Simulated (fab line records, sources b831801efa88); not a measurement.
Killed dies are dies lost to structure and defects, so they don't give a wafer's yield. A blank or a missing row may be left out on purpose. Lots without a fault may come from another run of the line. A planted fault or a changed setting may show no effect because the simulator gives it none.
fab line records | flow sky130
record lots=6 wafers=18 last_day=50
route steps=708 shown VIA2@511 METAL3@532 CAPM@537 PAD_OPEN@708
lots that met no fault: from a run of the same line without faults
start_h: hours from the record's first day to the start of the lot's first wafer shown | wait_h: hours since the lot's step before | " the same as in the row above | L1.1+2: a row that stands for several wafers | - no value, or no start given | * or withheld: withheld | < > ~ a bound
route shown NAME@n: a module of which the file shows steps, and the number in the route of the first | usual: mean/standard deviation of fault-free wafers | same: alike in all rows | chamber/n: place in a boat | sites: the reading at each site | _std_site: their standard deviation | _edge_site: outer sites' mean less inner sites' | radius_mm: how far each site lies from the wafer's centre | mask NAME#n: copy n | behind: the tool/chamber that last shaped the wafer | hold: why the lot was held/for how many hours/how that ended | device: the transistor (n, p or np) that didn't switch | end of line: the same wafers' tests at the end of the route | a step without rows: its recipe alone | killed: dies lost to structure and defects at the first sort, not the wafer's yield | map: a wafer's dies, x killed, . not, _ none there
set.NAME: the setting as run; set.NAME@STEP: as run at that earlier step | model.NAME: the simulator's own value behind a step, which no gauge read
lots at some steps of the route; a table a step, a row a wafer
services: from which hour (start_h, from the record's first day; less than 0 if before it) a tool's chamber was out of use, for how many hours, and why
## steps
# step SKY_VIA2_DEHYDRATE_04
# recipe temp_c=200 time_s=60
# step SKY_VIA2_HMDS_05
# recipe prime_time_s=60 prime_temp_c=120
# step SKY_VIA2_COAT_06
# recipe resist=BARC temp_c=withheld time_s=withheld spin_rpm=3000 resist_thk_nm=60
# step SKY_VIA2_COAT_07
# recipe resist=KrF-thick spin_rpm=3000 resist_thk_nm=450
# step SKY_VIA2_SOFTBAKE_08
# recipe temp_c=100 time_s=90 resist=KrF-thick
# step SKY_VIA2_EXPOSE_09
# recipe mask_id=VIM2 na=0.8 source_shape=annular sigma_inner=0.55 sigma_outer=0.85 target_cd_nm=200 dose_mj=38
# step SKY_VIA2_PEB_10
# recipe peb_temp_c=withheld peb_time_s=withheld resist=KrF-thick
# step SKY_VIA2_DEVELOP_11
# recipe develop_time_s=60 resist=KrF-thick dev_temp_c=21
# step SKY_VIA2_CD_MEAS_12
# recipe target_cd_nm=200
# usual cd_nm=199.7/1.4
# columns lot.wafer tool chamber start_h wait_h cd_nm
L933.1 cd_sem-01 - 900.09 - 199.4
L933.2 " - " " 198.2
L933.3 " - " " 197.3
L937.2 cd_sem-01 - 913.74 - 197.2
L937.5 " - " " 199.3
L937.6 " - " " 198.6
L940.1 cd_sem-02 - 938.24 - 202.0
L940.3 " - " " 203.2
L940.4 " - " " 201.4
L941.3 cd_sem-02 - 947.63 - 200.1
L941.5 " - " " 201.2
L941.6 " - " " 202.9
L943.1 cd_sem-02 - 955.72 - 200.3
L943.2 " - " " 198.7
L943.3 " - " " 199.8
L951.1 cd_sem-02 - 1003.82 - 200.0
L951.2 " - " " 199.8
L951.6 " - " " 199.5
# step SKY_VIA2_OVL_MEAS_13
# usual VIA2_OVL=0/6.2
# columns lot.wafer tool chamber start_h wait_h VIA2_OVL[nm]
L933.1 overlay-01 - 900.21 0.1 -11
L933.2 " - " " -10
L933.3 " - " " -15
L937.2 overlay-02 - 913.84 0.1 -5
L937.5 " - " " -2
L937.6 " - " " 6
L940.1 overlay-01 - 938.36 0.1 8
L940.3 " - " " 12
L940.4 " - " " 12
L941.3 overlay-02 - 947.72 0.1 -8
L941.5 " - " " -4
L941.6 " - " " 7
L943.1 overlay-01 - 955.84 0.1 0
L943.2 " - " " 1
L943.3 " - " " 2
L951.1 overlay-02 - 1003.94 0.1 9
L951.2 " - " " -2
L951.6 " - " " -2
# step SKY_VIA2_ETCH_14
# recipe chemistry=N2/H2 target=BARC ion_energy_ev=200 source_w=500 bias_w=100 pressure_mtorr=30 n2_flow_sccm=100 h2_flow_sccm=200 stop_on=SiO2 time_s=45.9 target_depth_a=600
# step SKY_VIA2_ETCH_15
# recipe target=SiO2 chemistry=C4F8/O2/Ar target_depth_nm=546 stop_on=TiN mask_material=KrF-thick source_w=1500 bias_w=1200 pressure_mtorr=40 c4f8_flow_sccm=withheld O2_flow_sccm=6 Ar_flow_sccm=300 time_s=84
# usual oes_product_au=0.940/0.0049
# columns lot.wafer tool chamber start_h wait_h oes_product_au rf_hours_counter_h
L933.1 rie_diel-04 1 900.29 0.0 0.940 10
L933.2 " 0 " " 0.933 1
L933.3 " 2 " " 0.938 22
L937.2 rie_diel-01 3 913.91 0.0 0.943 18
L937.5 " 1 " " 0.937 -
L937.6 " 3 " " 0.947 -
L940.1 rie_diel-01 3 938.44 0.0 0.946 19
L940.3 " 1 " " 0.944 10
L940.4 " 0 " " 0.937 -
L941.3 rie_diel-04 0 947.79 0.0 0.935 2
L941.5 " 0 " " 0.934 -
L941.6 " 2 " " 0.940 -
L943.1 rie_diel-03 0 955.91 0.0 0.934 15
L943.2 " 1 " " 0.935 25
L943.3 " 2 " " 0.944 16
L951.1 rie_diel-01 0 1004.02 0.0 0.936 11
L951.2 " 1 " " 0.934 12
L951.6 " 3 " " 0.934 -
# step SKY_VIA2_STRIP_16
# recipe chemistry=O2/N2 power_w=1400 pressure_mtorr=1500 platen_temp_c=withheld o2_flow_sccm=3000 n2_flow_sccm=300 overash_fraction=0.5
# usual drypump_motor_current_A=5.8/0.59 oes_product_au=0.398/0.0047 strip_time_to_endpoint_s=4.035/0.026
# columns lot.wafer tool chamber start_h wait_h drypump_motor_current_A oes_product_au rf_hours_counter_h strip_time_to_endpoint_s
L933.1 plasma_asher-04 0 900.35 0.0 5.4 0.399 16 4.078
L933.2 " 1 " " 6.2 0.386 16 4.036
L933.3 " 1 " " 6.3 0.400 - 3.993
L937.2 plasma_asher-04 1 913.98 0.0 6.3 0.395 17 4.015
L937.5 " 1 " " 6.3 0.389 - 3.992
L937.6 " 0 " " 5.3 0.394 - 4.018
L940.1 plasma_asher-03 1 938.50 0.0 5.9 0.398 80 4.036
L940.3 " 0 " " 5.0 0.385 - 3.993
L940.4 " 1 " " 6.0 0.393 - 4.036
L941.3 plasma_asher-04 0 947.88 0.1 5.3 0.405 - 4.044
L941.5 " 1 " " 6.3 0.401 - 4.035
L941.6 " 0 " " 5.3 0.401 - 4.033
L943.1 plasma_asher-04 0 955.98 0.0 5.4 0.396 21 3.999
L943.2 " 1 " " 6.2 0.396 21 4.035
L943.3 " 1 " " 6.3 0.395 - 4.024
L951.1 plasma_asher-02 0 1004.08 0.0 5.3 0.399 121 4.041
L951.2 " 1 " " 6.7 0.394 121 4.009
L951.6 " 1 " " 6.6 0.398 - 4.048
# step SKY_VIA2_STRIP_17
# recipe chemistry=post_etch_residue_remover time_s=1200 temp_c=72.5
# step SKY_VIA2_CLEAN_18
# recipe chemistry=IPA time_s=180 temp_c=25
# step SKY_VIA2_CLEAN_19
# recipe chemistry=O3/DIW dry=n2_spin
# step SKY_VIA2_SPUTTER_20
# recipe material=TiN target_thk_nm=20 chamber_pressure_pa=5 power_w=4000 time_s=80
# step SKY_VIA2_CVD_21
# recipe material=W target_thk_nm=420 time_s=126.4 temp_c=400 pressure_torr=40
# step SKY_VIA2_RS_MEAS_22
# recipe thk_meas_gauge=four-point-probe reads=W_of_VIA2_CVD_21+TiN_of_VIA2_SPUTTER_20
# usual VIA2_W_RS=0.2721/0.0025
# columns lot.wafer tool chamber start_h wait_h VIA2_W_RS[ohm/sq]
L933.1 film_metro-03 - 901.14 0.1 0.2724
L933.2 " - " " 0.2746
L933.3 " - " " 0.2723
L937.2 film_metro-04 - 914.78 0.1 0.2743
L937.5 " - " " 0.2731
L937.6 " - " " 0.2713
L940.1 film_metro-04 - 939.48 0.2 0.2715
L940.3 " - " " 0.2752
L940.4 " - " " 0.2753
L941.3 film_metro-03 - 948.67 0.1 0.2698
L941.5 " - " " 0.2740
L941.6 " - " " 0.2678
L943.1 film_metro-04 - 956.76 0.1 0.2701
L943.2 " - " " 0.2732
L943.3 " - " " 0.2716
L951.1 film_metro-04 - 1004.86 0.1 0.2681
L951.2 " - " " 0.2708
L951.6 " - " " 0.2691
# step SKY_VIA2_THK_MEAS_23
# recipe thk_meas_gauge=xrf reads=W_of_VIA2_CVD_21
# usual VIA2_W_THK=406/5.3
# columns lot.wafer tool chamber start_h wait_h VIA2_W_THK[nm]
L933.1 film_metro-03 - 901.26 0.1 410
L933.2 " - " " 407
L933.3 " - " " 413
L937.2 film_metro-04 - 914.89 0.1 397
L937.5 " - " " 400
L937.6 " - " " 401
L940.1 film_metro-04 - 939.60 0.1 408
L940.3 " - " " 401
L940.4 " - " " 405
L941.3 film_metro-03 - 948.77 0.1 409
L941.5 " - " " 407
L941.6 " - " " 417
L943.1 film_metro-04 - 956.88 0.1 413
L943.2 " - " " 404
L943.3 " - " " 407
L951.1 film_metro-04 - 1004.98 0.1 404
L951.2 " - " " 400
L951.6 " - " " 403
# step SKY_VIA2_CMP_24
# recipe stop_on=SiO2 t_overpolish_s=20 down_force_psi=3.5 platen_rpm=60 target_thk_nm=0 pad_velocity_m_s=0.94248
# step SKY_METAL3_SPUTTER_00
# recipe material=Ti target_thk_nm=15 power_w=3000 time_s=10 chamber_pressure_pa=0.4
# usual throttle_valve_pct=29.8/1.1
# columns lot.wafer tool chamber start_h wait_h throttle_valve_pct
L933.1 pvd_sputter-01 - 901.62 0.2 30.1
L933.2 " - " " 29.6
L933.3 " - " " 28.7
L937.2 pvd_sputter-01 - 915.24 0.1 29.1
L937.5 " - " " 29.2
L937.6 " - " " 28.9
L940.1 pvd_sputter-03 - 939.96 0.1 32.0
L940.3 " - " " 28.8
L940.4 " - " " 29.6
L941.3 pvd_sputter-04 - 949.31 0.1 29.1
L941.5 " - " " 30.2
L941.6 " - " " 29.2
L943.1 pvd_sputter-01 - 957.24 0.1 29.0
L943.2 " - " " 30.3
L943.3 " - " " 29.6
L951.1 pvd_sputter-01 - 1005.34 0.2 29.0
L951.2 " - " " 29.8
L951.6 " - " " 29.7
# step SKY_METAL3_SPUTTER_01
# recipe material=TiN target_thk_nm=20 power_w=6500 time_s=16.7 chamber_pressure_pa=0.4
# step SKY_METAL3_SPUTTER_02
# recipe material=AlCu target_thk_nm=735 power_w=10600 time_s=39.1 chamber_pressure_pa=0.4
# usual throttle_valve_pct=29.8/1.1
# columns lot.wafer tool chamber start_h wait_h throttle_valve_pct
L933.1 pvd_sputter-01 - 901.67 0.0 30.3
L933.2 " - " " 29.6
L933.3 " - " " 28.6
L937.2 pvd_sputter-01 - 915.29 0.0 28.8
L937.5 " - " " 29.0
L937.6 " - " " 28.4
L940.1 pvd_sputter-03 - 940.00 0.0 31.9
L940.3 " - " " 28.8
L940.4 " - " " 29.7
L941.3 pvd_sputter-04 - 949.35 0.0 28.8
L941.5 " - " " 30.2
L941.6 " - " " 29.5
L943.1 pvd_sputter-01 - 957.29 0.0 29.0
L943.2 " - " " 30.4
L943.3 " - " " 29.4
L951.1 pvd_sputter-01 - 1005.39 0.0 29.2
L951.2 " - " " 29.6
L951.6 " - " " 29.6
# step SKY_METAL3_SPUTTER_03
# recipe material=Ti target_thk_nm=5 power_w=3000 time_s=3.3 chamber_pressure_pa=0.4
# usual throttle_valve_pct=29.8/1.1
# columns lot.wafer tool chamber start_h wait_h throttle_valve_pct
L933.1 pvd_sputter-01 - 901.70 0.0 30.1
L933.2 " - " " 29.3
L933.3 " - " " 28.9
L937.2 pvd_sputter-01 - 915.33 0.0 29.1
L937.5 " - " " 29.0
L937.6 " - " " 28.9
L940.1 pvd_sputter-03 - 940.04 0.0 32.2
L940.3 " - " " 29.0
L940.4 " - " " 29.7
L941.3 pvd_sputter-04 - 949.39 0.0 29.0
L941.5 " - " " 29.8
L941.6 " - " " 29.4
L943.1 pvd_sputter-01 - 957.33 0.0 28.9
L943.2 " - " " 30.0
L943.3 " - " " 29.7
L951.1 pvd_sputter-01 - 1005.43 0.0 29.2
L951.2 " - " " 29.8
L951.6 " - " " 29.5
# step SKY_METAL3_SPUTTER_04
# recipe material=TiN target_thk_nm=70 power_w=6500 time_s=58.3 chamber_pressure_pa=0.4
# step SKY_CAPM_CVD_00
# recipe material=SiO2 target_thk_nm=15.5 temp_c=400 time_s=withheld rf_w=450
# step SKY_CAPM_THK_MEAS_01
# recipe reads=SiO2_of_CAPM_CVD_00
# usual CAPM_CVD_00_THK=15.50/0.23
# columns lot.wafer tool chamber start_h wait_h CAPM_CVD_00_THK[nm]
L933.1 film_metro-01 - 901.79 - 15.59
L933.2 " - " " 15.46
L933.3 " - " " 15.53
L937.2 film_metro-03 - 915.43 - 15.53
L937.5 " - " " 15.50
L937.6 " - " " 15.47
L940.1 film_metro-02 - 940.14 - 15.64
L940.3 " - " " 15.57
L940.4 " - " " 15.71
L941.3 film_metro-03 - 949.50 - 15.47
L941.5 " - " " 15.51
L941.6 " - " " 15.63
L943.1 film_metro-03 - 957.42 - 15.42
L943.2 " - " " 15.29
L943.3 " - " " 15.43
L951.1 film_metro-01 - 1005.52 - 15.04
L951.2 " - " " 15.38
L951.6 " - " " 15.35
# step SKY_CAPM_SPUTTER_02
# recipe material=TiN target_thk_nm=200 temp_c=300 power_w=6500 time_s=166.7 chamber_pressure_pa=0.4
# step SKY_CAPM_RS_MEAS_03
# recipe thk_meas_gauge=four-point-probe reads=TiN_of_CAPM_SPUTTER_02
# usual CAPM_TIN_RS=6.89/0.083
# columns lot.wafer tool chamber start_h wait_h CAPM_TIN_RS[ohm/sq]
L933.1 film_metro-03 - 901.96 0.1 6.92
L933.2 " - " " 6.85
L933.3 " - " " 6.88
L937.2 film_metro-02 - 915.61 0.1 6.87
L937.5 " - " " 6.87
L937.6 " - " " 6.83
L940.1 film_metro-01 - 940.31 0.1 6.87
L940.3 " - " " 6.85
L940.4 " - " " 6.83
L941.3 film_metro-02 - 949.69 0.1 6.90
L941.5 " - " " 6.89
L941.6 " - " " 6.89
L943.1 film_metro-01 - 957.59 0.1 6.93
L943.2 " - " " 6.88
L943.3 " - " " 6.88
L951.1 film_metro-03 - 1005.69 0.1 6.86
L951.2 " - " " 6.79
L951.6 " - " " 6.75
# step SKY_CAPM_THK_MEAS_04
# recipe thk_meas_gauge=xrf reads=TiN_of_CAPM_SPUTTER_02
# usual CAPM_TIN_THK=201.2/2.6
# columns lot.wafer tool chamber start_h wait_h CAPM_TIN_THK[nm]
L933.1 film_metro-03 - 902.08 0.1 199.4
L933.2 " - " " 201.2
L933.3 " - " " 201.2
L937.2 film_metro-02 - 915.72 0.1 200.7
L937.5 " - " " 201.4
L937.6 " - " " 203.0
L940.1 film_metro-01 - 940.43 0.1 203.0
L940.3 " - " " 204.0
L940.4 " - " " 204.3
L941.3 film_metro-02 - 949.79 0.1 200.0
L941.5 " - " " 199.7
L941.6 " - " " 200.8
L943.1 film_metro-01 - 957.71 0.1 201.4
L943.2 " - " " 203.5
L943.3 " - " " 202.3
L951.1 film_metro-03 - 1005.81 0.1 203.1
L951.2 " - " " 204.1
L951.6 " - " " 204.9
# step SKY_CAPM_DEHYDRATE_05
# recipe temp_c=200 time_s=60
# step SKY_CAPM_HMDS_06
# recipe prime_time_s=60 prime_temp_c=120
# step SKY_CAPM_COAT_07
# recipe resist=NOVOLAK spin_rpm=3000 resist_thk_nm=1140
# step SKY_CAPM_SOFTBAKE_08
# recipe temp_c=90 time_s=60 resist=NOVOLAK
# step SKY_CAPM_EXPOSE_09
# recipe mask_id=CAPM na=0.6 source_shape=conventional sigma_outer=0.6 polarization=unpolarized target_cd_nm=1000 dose_mj=159
# step SKY_CAPM_PEB_10
# recipe temp_c=withheld time_s=* resist=NOVOLAK
# step SKY_CAPM_DEVELOP_11
# recipe resist=NOVOLAK developer=TMAH develop_time_s=60 dev_temp_c=23
# step SKY_CAPM_OVL_MEAS_12
# usual CAPM_OVL=1.3/1.3
# columns lot.wafer tool chamber start_h wait_h CAPM_OVL[nm]
L933.1 overlay-01 - 926.17 0.1 1.1
L933.2 " - " " 2.9
L933.3 " - " " 2.5
L937.2 overlay-02 - 939.78 0.1 2.4
L937.5 " - " " 0.1
L937.6 " - " " -0.7
L940.1 overlay-02 - 964.05 0.1 2.9
L940.3 " - " " 2.4
L940.4 " - " " 1.8
L941.3 overlay-01 - 972.33 0.1 0.4
L941.5 " - " " 1.9
L941.6 " - " " 1.4
L943.1 overlay-01 - 981.65 0.1 1.5
L943.2 " - " " 1.3
L943.3 " - " " 1.7
L951.1 overlay-02 - 1028.00 0.1 -0.2
L951.2 " - " " 0.1
L951.6 " - " " 0.0
# step SKY_CAPM_METAL_ETCH_13
# recipe target_depth_nm=220 stop_on=SiO2 chemistry=Cl2/BCl3 target=TiN pressure_mtorr=10 icp_w=900 bias_w=48.5 Cl2_flow_sccm=60 bcl3_flow_sccm=30 time_s=62.9
# step SKY_CAPM_STRIP_14
# recipe chemistry=O2/N2 power_w=1400 pressure_mtorr=1500 platen_temp_c=withheld o2_flow_sccm=3000 n2_flow_sccm=300 overash_fraction=0.5
# usual drypump_motor_current_A=5.9/0.59 oes_product_au=0.710/0.0047 strip_time_to_endpoint_s=12.63/0.048
# columns lot.wafer tool chamber start_h wait_h drypump_motor_current_A oes_product_au rf_hours_counter_h strip_time_to_endpoint_s
L933.1 plasma_asher-01 1 926.28 0.1 6.4 0.713 49 12.62
L933.2 " 0 " " 5.6 0.710 49 12.65
L933.3 " 0 " " 5.6 0.711 - 12.58
L937.2 plasma_asher-02 1 939.89 0.1 6.6 0.714 115 12.63
L937.5 " 1 " " 6.5 0.718 - 12.69
L937.6 " 0 " " 5.3 0.710 - 12.67
L940.1 plasma_asher-02 1 964.16 0.1 6.5 0.709 117 12.57
L940.3 " 1 " " 6.6 0.701 - 12.56
L940.4 " 0 " " 5.3 0.714 - 12.61
L941.3 plasma_asher-02 1 972.46 0.1 6.6 0.708 - 12.60
L941.5 " 0 " " 5.3 0.718 - 12.59
L941.6 " 1 " " 6.7 0.705 - 12.61
L943.1 plasma_asher-01 1 981.76 0.1 6.4 0.708 53 12.64
L943.2 " 0 " " 5.6 0.709 53 12.67
L943.3 " 1 " " 6.4 0.705 - 12.62
L951.1 plasma_asher-02 1 1028.11 0.1 6.7 0.710 124 12.63
L951.2 " 0 " " 5.3 0.704 124 12.65
L951.6 " 0 " " 5.3 0.717 - 12.66
# step SKY_CAPM_STRIP_15
# recipe chemistry=post_etch_residue_remover time_s=1200 temp_c=72.5
# step SKY_PAD_OPEN_PROBE_99
# usual defect_limited_yield=82.7/1.9 killed_at_M0_to_M3=43/6.8 killed_at_M4_up=2.9/1.7 killed_at_contacts=24/5.4 killed_at_front_end=15/4.8 killed_at_other=0.3/0.57 killed_dies=85/9.4 killed_open=47/7.5 killed_short=38/5.7 sort_bin_3_pad_short=0.8/0.37 sort_bin_5_function=10.2/1.5 sort_bin_6_memory=6.2/1.1 sort_n_pass=407/9.4 sort_yield_pct=82.7/1.9
# same gross_dies=492 killed_at_back_side=0 sort_bin_4_leakage[%]=0 sort_bin_8_speed[%]=0
# columns lot.wafer tool chamber start_h wait_h defect_limited_yield[%] killed_at_M0_to_M3 killed_at_M4_up killed_at_contacts killed_at_front_end killed_at_other killed_dies killed_open killed_short sort_bin_3_pad_short[%] sort_bin_5_function[%] sort_bin_6_memory[%] sort_n_pass sort_yield_pct[%] model.etest.tester.sort_n_pass model.etest.tester.sort_yield_pct model.etest.tester.sort_bin_5_pct model.etest.tester.sort_bin_3_pct
L933.1 prober-01 - 1113.81 0.1 82.1 48 3 29 8 0 88 47 41 0.8 11.6 5.5 404 82.1 404 82.11 11.59 0.813
L933.2 prober-01 - 1113.86 0.1 83.3 43 4 27 8 0 82 43 39 1.2 10.0 5.5 410 83.3 410 83.33 9.959 1.22
L933.3 prober-01 - 1113.91 0.2 80.7 54 2 22 17 0 95 50 45 1.0 10.6 7.7 397 80.7 397 80.69 10.57 1.016
L940.1 prober-01 - 1147.85 0.1 84.8 40 5 18 12 0 75 40 35 0.6 8.9 5.7 417 84.8 417 84.76 8.943 0.6098
L940.3 prober-01 - 1147.95 0.2 81.1 47 2 26 18 0 93 58 35 1.0 11.8 6.1 399 81.1 399 81.1 11.79 1.016
L940.4 prober-01 - 1148.00 0.2 80.3 45 0 32 20 0 97 53 44 0.6 13.0 6.1 395 80.3 395 80.28 13.01 0.6098
L941.3 prober-02 - 1152.09 0.2 79.5 65 4 18 13 1 101 45 38 1.0 13.0 6.5 391 79.5 391 79.47 13.01 1.016
L941.5 prober-02 - 1152.19 0.2 80.5 57 5 20 14 0 96 45 36 0.8 11.6 7.1 396 80.5 396 80.49 11.59 0.813
L941.6 prober-02 - 1152.24 0.2 78.7 66 3 32 4 0 105 51 31 1.8 11.8 7.7 387 78.7 387 78.66 11.79 1.829
L943.1 prober-02 - 1155.23 0.1 79.7 57 3 23 17 0 100 47 35 1.6 13.2 5.5 392 79.7 392 79.67 13.21 1.626
L943.2 prober-02 - 1155.28 0.1 79.7 52 2 33 12 1 100 52 32 1.0 12.6 6.7 392 79.7 392 79.67 12.6 1.016
L943.3 prober-02 - 1155.33 0.2 82.7 53 3 19 10 0 85 42 26 1.2 9.8 6.3 407 82.7 407 82.72 9.756 1.22
L951.1 prober-02 - 1188.28 0.1 83.7 41 3 30 6 0 80 47 33 0.6 10.2 5.5 412 83.7 412 83.74 10.16 0.6098
L951.2 prober-02 - 1188.33 0.1 84.3 44 0 19 13 1 77 42 35 0.4 8.3 6.9 415 84.3 415 84.35 8.333 0.4065
L951.6 prober-02 - 1188.53 0.2 83.9 38 7 21 13 0 79 47 32 1.2 8.7 6.1 413 83.9 413 83.94 8.74 1.22
# killed by level:class
L933.1 VIA2:geometric_particle:open=11 LI_CONTACT:geometric_particle:open=9 VIA1:geometric_particle:open=9 VIA1:geometric_particle:short=8 CONTACT:geometric_particle:short=8 CONTACT:geometric_particle:open=7 METAL1:geometric_particle:short=5 METAL2:geometric_particle:short=5
L933.2 VIA1:geometric_particle:open=13 CONTACT:geometric_particle:open=8 LI_CONTACT:geometric_particle:open=7 LOCAL_INTERCONNECT:geometric_particle:short=6 VIA3:geometric_particle:open=6 VIA1:geometric_particle:short=5 VIA3:geometric_particle:short=5 CONTACT:geometric_particle:short=4
L933.3 VIA3:geometric_particle:open=11 VIA1:geometric_particle:open=10 VIA2:geometric_particle:open=7 METAL1:geometric_particle:short=7 POLY_GATE:geometric_particle:short=6 CONTACT:geometric_particle:open=6 VIA1:geometric_particle:short=6 LI_CONTACT:geometric_particle:open=5
L940.1 VIA1:geometric_particle:open=12 POLY_GATE:geometric_particle:open=5 METAL2:geometric_particle:short=5 LI_CONTACT:geometric_particle:open=4 LOCAL_INTERCONNECT:geometric_particle:short=4 CONTACT:geometric_particle:short=4 METAL1:geometric_particle:short=4 VIA2:geometric_particle:open=4
L940.3 VIA1:geometric_particle:open=13 CONTACT:geometric_particle:open=10 POLY_GATE:geometric_particle:open=9 METAL1:geometric_particle:short=9 LI_CONTACT:geometric_particle:open=6 VIA3:geometric_particle:open=6 LOCAL_INTERCONNECT:geometric_particle:short=5 METAL2:geometric_particle:short=4
L940.4 CONTACT:geometric_particle:open=13 VIA1:geometric_particle:open=13 METAL1:geometric_particle:short=8 CONTACT:geometric_particle:short=7 VIA2:geometric_particle:open=6 FIELD_ISO:geometric_particle:open=5 LOCAL_INTERCONNECT:geometric_particle:short=5 POLY_GATE:geometric_particle:short=5
L941.3 VIA2:unspecified=18 VIA1:geometric_particle:open=11 VIA2:geometric_particle:open=9 VIA3:geometric_particle:open=8 FIELD_ISO:geometric_particle:short=5 LI_CONTACT:geometric_particle:open=5 CONTACT:geometric_particle:open=5 VIA1:geometric_particle:short=5
L941.5 VIA2:unspecified=15 VIA1:geometric_particle:open=13 METAL2:geometric_particle:short=10 CONTACT:geometric_particle:short=6 LI_CONTACT:geometric_particle:open=6 CONTACT:geometric_particle:open=6 FIELD_ISO:geometric_particle:short=5 VIA3:geometric_particle:open=5
L941.6 VIA2:unspecified=23 CONTACT:geometric_particle:open=12 VIA3:geometric_particle:open=11 LI_CONTACT:geometric_particle:open=10 VIA1:geometric_particle:open=9 METAL2:geometric_particle:short=8 LOCAL_INTERCONNECT:geometric_particle:short=5 VIA3:geometric_particle:short=5
L943.1 VIA2:unspecified=18 LI_CONTACT:geometric_particle:open=8 VIA2:geometric_particle:open=8 CONTACT:geometric_particle:open=7 VIA3:geometric_particle:open=7 VIA1:geometric_particle:open=6 FIELD_ISO:geometric_particle:open=5 FIELD_ISO:geometric_particle:short=5
L943.2 VIA2:unspecified=16 LI_CONTACT:geometric_particle:open=11 VIA1:geometric_particle:open=11 CONTACT:geometric_particle:open=8 CONTACT:geometric_particle:short=8 VIA2:geometric_particle:open=8 VIA3:geometric_particle:open=6 POLY_GATE:geometric_particle:short=3
L943.3 VIA2:unspecified=17 VIA3:geometric_particle:open=8 CONTACT:geometric_particle:open=7 VIA1:geometric_particle:open=7 VIA2:geometric_particle:open=7 POLY_GATE:geometric_particle:open=4 LI_CONTACT:geometric_particle:open=4 LOCAL_INTERCONNECT:geometric_particle:short=4
L951.1 CONTACT:geometric_particle:open=11 LI_CONTACT:geometric_particle:open=10 VIA1:geometric_particle:open=9 VIA3:geometric_particle:short=6 VIA2:geometric_particle:open=6 LOCAL_INTERCONNECT:geometric_particle:short=4 METAL2:geometric_particle:short=4 VIA3:geometric_particle:open=4
L951.2 VIA1:geometric_particle:open=9 LI_CONTACT:geometric_particle:open=7 CONTACT:geometric_particle:open=6 METAL1:geometric_particle:short=6 VIA3:geometric_particle:open=6 METAL2:geometric_particle:short=6 FIELD_ISO:geometric_particle:open=5 VIA2:geometric_particle:short=5
L951.6 CONTACT:geometric_particle:open=10 VIA1:geometric_particle:open=8 VIA2:geometric_particle:open=7 VIA3:geometric_particle:open=6 METAL4:geometric_particle:short=6 LI_CONTACT:geometric_particle:open=5 METAL1:geometric_particle:short=4 VIA1:geometric_particle:short=4
## services
# columns tool chamber start_h hours kind
pvd_sputter-01 - 876.32 5.7 repair
plasma_asher-01 - 885.54 10.4 repair
plasma_asher-01 - 909.22 1.1 repair
rie_diel-01 0 911.22 1.8 repair
rie_diel-01 2 912.79 14.4 repair
plasma_asher-04 - 916.56 0.7 repair
rie_diel-01 2 928.11 13.7 repair
rie_diel-01 3 929.83 2.7 repair
pvd_sputter-04 - 931.35 1.4 repair
plasma_asher-04 - 936.03 3.9 repair
pvd_sputter-03 - 948.12 3.5 repair
pvd_sputter-03 - 955.13 5.2 repair
rie_diel-01 0 955.40 5.8 repair
plasma_asher-04 - 960.05 0.6 repair
plasma_asher-01 - 965.74 7.1 repair
rie_diel-04 1 977.20 12.6 repair
plasma_asher-01 - 987.00 1.7 repair
pvd_sputter-03 - 987.20 4.1 repair
plasma_asher-04 - 1002.46 14.6 pm
pvd_sputter-01 - 1006.70 2.5 repair
pvd_sputter-03 - 1010.32 1.1 repair
rie_diel-04 0 1023.74 5.2 repair
rie_diel-04 1 1023.78 3.1 repair
rie_diel-04 3 1025.78 16.8 repair
## key
first_sign step=SKY_PAD_OPEN_PROBE_99 reading=killed_at_M0_to_M3 direction=up sigmas=2.3 usual=43 struck=58
effect none on later readings
model_effect step=SKY_PAD_OPEN_PROBE_99 value=etest.tester.sort_n_pass without=409.2 struck=394.2
met_at SKY_VIA2_STRIP_16
struck_wafers L941.3,L941.5,L941.6,L943.1,L943.2,L943.3
onset_between 913.98 947.88
fault kind=chamber_particle_source tool=plasma_asher-04 chamber=- onset_h=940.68 steps=SKY_VIA2_STRIP_16 rate_per_visit_cm2=0.51307 end_h=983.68
